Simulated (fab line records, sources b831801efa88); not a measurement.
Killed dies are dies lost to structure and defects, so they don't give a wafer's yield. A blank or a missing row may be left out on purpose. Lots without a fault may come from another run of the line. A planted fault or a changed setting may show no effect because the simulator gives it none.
Which tool did it? | flow gf180mcu | 24 lots, 72 wafers sampled, at 6 steps of a route of 602

WHAT THE GAUGES READ, wafer by wafer
GF_SALICIDE_THK_MEAS_05: measures by xrf.
lot  | measured     | on            | SALICIDE_TIN_THK (nm)
L074 | day 15 16:10 | film_metro-04 | 19.6 19.8 20.1
L075 | day 15 18:22 | film_metro-03 | 20.7 20.4 20.6
L076 | day 16 05:44 | film_metro-02 | 20.1 20.5 20.1
L077 | day 16 17:00 | film_metro-04 | 20.1 20.6 20.5
L078 | day 16 17:26 | film_metro-02 | 19.5 20.0 19.9
L079 | day 16 22:12 | film_metro-02 | 20.4 20.0 20.1
L080 | day 17 11:04 | film_metro-02 | 20.4 20.3 20.5
L081 | day 18 00:43 | film_metro-04 | 19.7 19.7 20.4
L082 | day 18 02:14 | film_metro-04 | 19.9 20.0 20.0
L083 | day 18 11:37 | film_metro-03 | 20.8 20.7 21.1
L084 | day 18 12:21 | film_metro-03 | 20.4 20.3 19.9
L085 | day 19 05:29 | film_metro-03 | 20.2 20.2 19.8
L086 | day 19 15:40 | film_metro-02 | 20.1 19.9 19.7
L088 | day 20 02:17 | film_metro-03 | 19.1 19.7 19.0
L087 | day 20 02:31 | film_metro-04 | 20.0 20.0 19.9
L089 | day 20 15:59 | film_metro-02 | 19.6 19.9 19.6
L090 | day 20 23:38 | film_metro-04 | 20.4 19.7 20.2
L091 | day 21 10:38 | film_metro-02 | 19.6 19.8 19.4
L092 | day 21 14:58 | film_metro-03 | 19.5 19.7 20.3
L093 | day 22 04:26 | film_metro-02 | 19.7 20.2 20.2
L094 | day 22 11:56 | film_metro-03 | 20.2 19.6 19.9
L095 | day 22 12:13 | film_metro-02 | 20.2 20.5 20.8
L096 | day 22 19:29 | film_metro-04 | 20.3 20.2 20.5
L097 | day 23 05:46 | film_metro-02 | 19.8 20.0 20.0

GF_V4_THK_MEAS_01.
lot  | measured     | on            | V4_CVD_00_THK (nm)
L074 | day 23 23:12 | film_metro-03 | 593 602 595
L075 | day 24 01:43 | film_metro-01 | 591 597 596
L076 | day 24 13:35 | film_metro-03 | 599 600 596
L077 | day 24 22:58 | film_metro-03 | 599 600 592
L078 | day 25 00:46 | film_metro-01 | 599 589 589
L079 | day 25 04:07 | film_metro-02 | 590 592 578
L080 | day 25 15:02 | film_metro-01 | 596 590 581
L081 | day 26 04:17 | film_metro-03 | 583 585 583
L082 | day 26 06:20 | film_metro-01 | 593 584 594
L083 | day 26 12:43 | film_metro-01 | 606 610 611
L084 | day 26 15:01 | film_metro-01 | 596 599 591
L085 | day 27 05:58 | film_metro-02 | 600 605 593
L086 | day 27 14:20 | film_metro-03 | 601 589 601
L088 | day 27 21:05 | film_metro-02 | 599 612 592
L087 | day 27 22:58 | film_metro-02 | 586 581 598
L089 | day 28 09:17 | film_metro-02 | 596 579 593
L090 | day 28 16:57 | film_metro-02 | 593 597 600
L091 | day 28 23:39 | film_metro-02 | 605 597 589
L092 | day 29 04:58 | film_metro-03 | 611 596 613
L093 | day 29 13:36 | film_metro-01 | 623 587 613
L094 | day 29 22:44 | film_metro-02 | 595 579 617
L095 | day 30 00:17 | film_metro-01 | 591 605 591
L096 | day 30 05:06 | film_metro-01 | 596 596 615
L097 | day 30 13:22 | film_metro-01 | 616 605 593

GF_V4_CD_MEAS_14: target cd 260 nm.
lot  | measured     | on        | cd_nm (nm)
L074 | day 24 21:21 | cd_sem-02 | 256.5 257.9 257.9
L075 | day 24 23:54 | cd_sem-01 | 259.2 258.9 260.0
L076 | day 25 11:28 | cd_sem-01 | 260.0 260.7 259.3
L077 | day 25 20:41 | cd_sem-02 | 259.9 259.6 258.8
L078 | day 25 21:56 | cd_sem-02 | 258.6 257.5 258.4
L079 | day 26 01:48 | cd_sem-01 | 262.1 263.4 261.2
L080 | day 26 11:46 | cd_sem-01 | 260.3 259.6 259.5
L081 | day 27 01:06 | cd_sem-01 | 261.2 260.4 260.9
L082 | day 27 04:04 | cd_sem-01 | 259.4 258.7 258.3
L083 | day 27 09:47 | cd_sem-02 | 260.2 258.6 258.9
L084 | day 27 11:19 | cd_sem-01 | 259.5 260.6 259.7
L085 | day 28 02:07 | cd_sem-01 | 259.2 260.3 258.4
L086 | day 28 10:34 | cd_sem-01 | 261.2 260.6 261.8
L088 | day 28 17:16 | cd_sem-02 | 259.5 260.1 260.6
L087 | day 28 19:11 | cd_sem-01 | 261.2 260.0 260.9
L089 | day 29 05:28 | cd_sem-02 | 259.2 258.3 260.3
L090 | day 29 12:40 | cd_sem-02 | 260.1 260.5 260.6
L091 | day 29 19:31 | cd_sem-01 | 261.0 261.1 261.5
L092 | day 30 00:58 | cd_sem-02 | 259.2 259.1 258.9
L093 | day 30 08:51 | cd_sem-02 | 259.4 260.0 259.6
L094 | day 30 17:47 | cd_sem-01 | 259.7 262.1 259.8
L095 | day 30 18:34 | cd_sem-02 | 259.1 259.1 259.3
L096 | day 30 23:34 | cd_sem-02 | 260.0 259.2 260.9
L097 | day 31 07:02 | cd_sem-02 | 260.2 260.6 260.8

WHICH TOOL RAN EACH LOT (tool, then ch and the chambers of the sampled wafers, then the start)
lot  | GF_V2_STRIP_18                       | GF_V2_SPUTTER_22             | GF_V3_STRIP_18
L074 | plasma_asher-02 ch 0,1, day 20 19:55 | pvd_sputter-04, day 20 20:31 | plasma_asher-01 ch 0,1, day 22 22:51
L075 | plasma_asher-04 ch 0,1, day 20 22:45 | pvd_sputter-02, day 20 23:20 | plasma_asher-01 ch 0,1, day 23 00:42
L076 | plasma_asher-02 ch 0, day 21 11:40   | pvd_sputter-02, day 21 12:16 | plasma_asher-01 ch 0,1, day 23 13:07
L077 | plasma_asher-03 ch 0,1, day 21 22:56 | pvd_sputter-01, day 21 23:32 | plasma_asher-03 ch 0,1, day 23 23:21
L078 | plasma_asher-04 ch 0,1, day 22 00:07 | pvd_sputter-02, day 22 00:43 | plasma_asher-01 ch 0,1, day 24 01:06
L079 | plasma_asher-04 ch 0,1, day 22 03:46 | pvd_sputter-04, day 22 04:22 | plasma_asher-04 ch 0,1, day 24 04:12
L080 | plasma_asher-04 ch 0,1, day 22 16:16 | pvd_sputter-02, day 22 16:52 | plasma_asher-01 ch 0,1, day 24 15:20
L081 | plasma_asher-03 ch 0,1, day 23 06:29 | pvd_sputter-04, day 23 07:05 | plasma_asher-03 ch 0,1, day 25 05:35
L082 | plasma_asher-04 ch 0,1, day 23 07:50 | pvd_sputter-01, day 23 08:26 | plasma_asher-03 ch 0,1, day 25 06:53
L083 | plasma_asher-03 ch 1, day 23 15:10   | pvd_sputter-01, day 23 15:47 | plasma_asher-04 ch 0,1, day 25 13:53
L084 | plasma_asher-03 ch 0,1, day 23 18:21 | pvd_sputter-04, day 23 18:57 | plasma_asher-01 ch 0,1, day 25 16:11
L085 | plasma_asher-04 ch 1, day 24 09:28   | pvd_sputter-02, day 24 10:03 | plasma_asher-01 ch 0,1, day 26 07:10
L086 | plasma_asher-03 ch 1, day 24 19:14   | pvd_sputter-02, day 24 19:50 | plasma_asher-04 ch 0, day 26 15:25
L088 | plasma_asher-02 ch 0,1, day 25 02:28 | pvd_sputter-02, day 25 03:05 | plasma_asher-01 ch 0,1, day 26 22:53
L087 | plasma_asher-03 ch 0,1, day 25 05:14 | pvd_sputter-01, day 25 05:50 | plasma_asher-01 ch 0,1, day 27 01:04
L089 | plasma_asher-02 ch 0,1, day 25 15:32 | pvd_sputter-04, day 25 16:08 | plasma_asher-03 ch 0,1, day 27 11:09
L090 | plasma_asher-03 ch 0,1, day 25 23:35 | pvd_sputter-01, day 26 00:13 | plasma_asher-01 ch 0,1, day 27 19:41
L091 | plasma_asher-03 ch 0,1, day 26 07:19 | pvd_sputter-04, day 26 07:53 | plasma_asher-01 ch 0,1, day 28 02:05
L092 | plasma_asher-04 ch 0,1, day 26 11:40 | pvd_sputter-04, day 26 12:15 | plasma_asher-04 ch 0,1, day 28 07:17
L093 | plasma_asher-03 ch 0,1, day 26 22:34 | pvd_sputter-04, day 26 23:13 | plasma_asher-04 ch 0,1, day 28 17:01
L094 | plasma_asher-04 ch 0,1, day 27 06:35 | pvd_sputter-02, day 27 07:11 | plasma_asher-01 ch 0,1, day 29 01:02
L095 | plasma_asher-03 ch 0,1, day 27 07:47 | pvd_sputter-01, day 27 08:26 | plasma_asher-04 ch 0,1, day 29 02:49
L096 | plasma_asher-02 ch 0,1, day 27 14:13 | pvd_sputter-01, day 27 14:48 | plasma_asher-03 ch 0,1, day 29 07:12
L097 | plasma_asher-04 ch 0,1, day 27 22:01 | pvd_sputter-04, day 27 22:36 | plasma_asher-03 ch 0,1, day 29 16:27
- GF_V2_STRIP_18: strips in O2/N2.
- GF_V2_SPUTTER_22: material TiN, target thk 10 nm, time 40 s.
- GF_V3_STRIP_18: strips in O2/N2.

WHAT THE TOOLS THEMSELVES READ (means of the sampled wafers that have a number; where no wafer has one, the mark that the record gives instead)
GF_V2_STRIP_18.
lot  | tool            | drypump_motor_current_A (A) | heater_power_w (W) | n2_flow_sccm (sccm) | oes_product_au (a.u.)
L074 | plasma_asher-02 | 5.6                         | 329                | 300.3               | 0.591
L075 | plasma_asher-04 | 5.9                         | 348                | 298.8               | 0.601
L076 | plasma_asher-02 | 5.5                         | 328                | 299.2               | 0.595
L077 | plasma_asher-03 | 6.0                         | 311                | 300.7               | 0.597
L078 | plasma_asher-04 | 5.8                         | 346                | 299.7               | 0.589
L079 | plasma_asher-04 | 5.8                         | 342                | 299.4               | 0.589
L080 | plasma_asher-04 | 5.8                         | 347                | 299.8               | 0.590
L081 | plasma_asher-03 | 5.5                         | 335                | 300.8               | 0.594
L082 | plasma_asher-04 | 5.8                         | 354                | 299.1               | 0.593
L083 | plasma_asher-03 | 4.9                         | 350                | 299.6               | 0.589
L084 | plasma_asher-03 | 5.5                         | 326                | 300.9               | 0.589
L085 | plasma_asher-04 | 5.9                         | 344                | 299.3               | 0.593
L086 | plasma_asher-03 | 4.9                         | 345                | 299.8               | 0.590
L088 | plasma_asher-02 | 5.5                         | 322                | 299.9               | 0.587
L087 | plasma_asher-03 | 5.4                         | 330                | 299.1               | 0.586
L089 | plasma_asher-02 | 5.5                         | 330                | 300.1               | 0.590
L090 | plasma_asher-03 | 6.0                         | 317                | 299.9               | 0.590
L091 | plasma_asher-03 | 5.5                         | 330                | 300.2               | 0.593
L092 | plasma_asher-04 | 5.9                         | 351                | 300.2               | 0.590
L093 | plasma_asher-03 | 5.4                         | 331                | 300.1               | 0.591
L094 | plasma_asher-04 | 5.8                         | 348                | 299.8               | 0.590
L095 | plasma_asher-03 | 5.4                         | 327                | 300.4               | 0.594
L096 | plasma_asher-02 | 5.5                         | 326                | 300.2               | 0.597
L097 | plasma_asher-04 | 5.8                         | 346                | 301.0               | 0.588

GF_V2_SPUTTER_22.
lot  | tool           | throttle_valve_pct (%)
L074 | pvd_sputter-04 | 29.1
L075 | pvd_sputter-02 | 31.1
L076 | pvd_sputter-02 | 31.0
L077 | pvd_sputter-01 | 30.2
L078 | pvd_sputter-02 | 30.1
L079 | pvd_sputter-04 | 29.3
L080 | pvd_sputter-02 | 31.3
L081 | pvd_sputter-04 | 29.1
L082 | pvd_sputter-01 | 30.0
L083 | pvd_sputter-01 | 30.5
L084 | pvd_sputter-04 | 28.8
L085 | pvd_sputter-02 | 30.3
L086 | pvd_sputter-02 | 30.7
L088 | pvd_sputter-02 | 31.0
L087 | pvd_sputter-01 | 30.2
L089 | pvd_sputter-04 | 30.8
L090 | pvd_sputter-01 | 30.5
L091 | pvd_sputter-04 | 29.8
L092 | pvd_sputter-04 | 29.9
L093 | pvd_sputter-04 | 29.0
L094 | pvd_sputter-02 | 30.8
L095 | pvd_sputter-01 | 30.5
L096 | pvd_sputter-01 | 30.5
L097 | pvd_sputter-04 | 30.3

GF_V3_STRIP_18.
lot  | tool            | drypump_motor_current_A (A) | heater_power_w (W) | n2_flow_sccm (sccm) | oes_product_au (a.u.)
L074 | plasma_asher-01 | 6.4                         | 375                | 300.0               | 0.592
L075 | plasma_asher-01 | 6.4                         | 367                | 301.4               | 0.591
L076 | plasma_asher-01 | 6.4                         | 375                | 300.2               | 0.592
L077 | plasma_asher-03 | 5.5                         | 325                | 299.5               | 0.589
L078 | plasma_asher-01 | 6.4                         | 376                | 299.9               | 0.596
L079 | plasma_asher-04 | 5.8                         | 342                | 299.1               | 0.593
L080 | plasma_asher-01 | 6.4                         | 366                | 298.4               | 0.596
L081 | plasma_asher-03 | 6.0                         | 312                | 300.2               | 0.591
L082 | plasma_asher-03 | 5.4                         | 335                | 300.0               | 0.588
L083 | plasma_asher-04 | 5.8                         | 349                | 299.8               | 0.593
L084 | plasma_asher-01 | 6.4                         | 380                | 300.7               | 0.598
L085 | plasma_asher-01 | 6.4                         | 365                | 299.4               | 0.591
L086 | plasma_asher-04 | 5.8                         | 352                | 300.6               | 0.596
L088 | plasma_asher-01 | 6.4                         | 372                | 299.4               | 0.587
L087 | plasma_asher-01 | 6.4                         | 376                | 298.8               | 0.592
L089 | plasma_asher-03 | 5.9                         | 321                | 299.7               | 0.591
L090 | plasma_asher-01 | 6.4                         | 383                | 300.0               | 0.601
L091 | plasma_asher-01 | 6.4                         | 357                | 301.1               | 0.594
L092 | plasma_asher-04 | 5.8                         | 346                | 299.3               | 0.591
L093 | plasma_asher-04 | 5.8                         | 339                | 299.5               | 0.592
L094 | plasma_asher-01 | 6.4                         | 370                | 299.7               | 0.596
L095 | plasma_asher-04 | 5.8                         | 342                | 300.7               | 0.596
L096 | plasma_asher-03 | 5.4                         | 334                | 299.6               | 0.586
L097 | plasma_asher-03 | 6.0                         | 313                | 299.9               | 0.588

THE ANSWER, worked out from the rows above alone
Rule: what is usual is taken from the lots themselves. Put in order of their means at a reading, lots are off if they are a third of the lots or fewer, leave a main group of 4 or more, and stand apart from it by a gap of 3 or more times the standard deviation of the main group's means; of several such gaps the widest counts. A main group whose means are all the same, to the digits that the tables above print for the reading, isn't used. A lot without any number at a reading at which 4 lots or more have one is off too. The other lots that the step has rows for count as sound. The gauges are gone through in route order, then the tools' own readings, and for those a lot's mean is taken as printed above. The first step at which some lot is off is used, and at that step the reading that is off furthest; a lot without a number counts as furthest.
No lot is off at any reading shown: from this, nothing can be told.

WHAT THE SIMULATOR HAD PUT IN
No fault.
